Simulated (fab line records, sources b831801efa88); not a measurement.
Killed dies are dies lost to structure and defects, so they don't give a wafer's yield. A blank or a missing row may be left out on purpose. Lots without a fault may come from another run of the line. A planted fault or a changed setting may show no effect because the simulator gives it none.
One fault seen from 2 desks | flow sky130 | each desk has only its own numbers; what lay behind them comes last

THE TOOL OWNER'S DESK: implanter-03
The tool's own readings at SKY_LDD_N_IMPLANT_14: means of the sampled wafers that have a number, for each lot that ran on this tool. A lot is out of limits, marked OUT, if its mean lies more than 4 standard deviations from the usual mean; the brackets give that distance.
Columns: A = dose_ions_cm2 at SKY_LDD_N_IMPLANT_14, usual 5.002e+12; B = faraday_current_uA at SKY_LDD_N_IMPLANT_14, usual 28.2; C = rotation_deg at SKY_LDD_N_IMPLANT_14, usual 180.00 degrees
lot  | first seen here | A                           | B              | C
L477 | day 18 02:32    | 5.007e+12                   | 28.3           | 180.07
L480 | day 18 21:26    | 5.003e+12                   | 28.7           | 180.01
L485 | day 20 20:05    | 3.805e+12 (-99 or more) OUT | 21.6 (-12) OUT | 180.04
L487 | day 21 10:45    | 3.805e+12 (-99 or more) OUT | 21.2 (-13) OUT | 180.02
L499 | day 25 19:06    | 5.006e+12                   | 27.7           | 179.97
This desk's finding: out of limits on L485, L487; first on L485, day 20 20:05 (dose_ions_cm2 at SKY_LDD_N_IMPLANT_14). In limits: L477, L480, L499.

THE METROLOGY DESK
What the gauges read, lot by lot, whatever tool the lot ran on: means of the sampled wafers that have a number. A lot is out of limits, marked OUT, if its mean lies more than 4 standard deviations from the usual mean; the brackets give that distance.
Columns: A = LOCAL_INTERCONNECT_TIN_RS at SKY_LOCAL_INTERCONNECT_RS_MEAS_01, usual 14.18 ohm/sq; B = VIA1_BOW at SKY_VIA1_BOW_MEAS_03, usual 81 um
lot  | first seen here | A     | B
L477 | day 29 12:40    | 14.17 | 75
L478 | day 29 13:20    | 14.25 | 83
L479 | day 30 00:02    | 14.22 | 72
L480 | day 30 04:31    | 14.23 | 85
L485 | day 31 22:49    | 14.22 | 76
L487 | day 32 13:05    | 14.07 | 79
L493 | day 34 10:05    | 14.27 | 77
L495 | day 35 20:48    | 14.11 | 85
L494 | day 35 21:28    | 14.17 | 75
L496 | day 35 22:35    | 14.31 | 77
L497 | day 36 00:19    | 13.88 | 83
L498 | day 36 13:25    | 14.14 | 88
L499 | day 36 21:37    | 14.46 | 70
This desk's finding: nothing out of limits on any of the 13 lots.

PUT TOGETHER
The tool owner's desk could have raised an alarm at day 20 20:05, on L485, L487.
The metrology desk saw nothing out of limits.
The metrology desk has L485, L487 on record, within its limits.
Of the lots named, all ran SKY_LDD_N_IMPLANT_14 on implanter-03.

WHAT THE SIMULATOR HAD PUT IN
Process parameter drift: implanter-03, from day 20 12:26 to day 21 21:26, at SKY_LDD_N_IMPLANT_14. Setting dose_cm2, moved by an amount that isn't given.
Lots struck among those shown: L485, L487.
Hours from the fault's start to each desk's first reading out of limits: the tool owner's desk, 8.
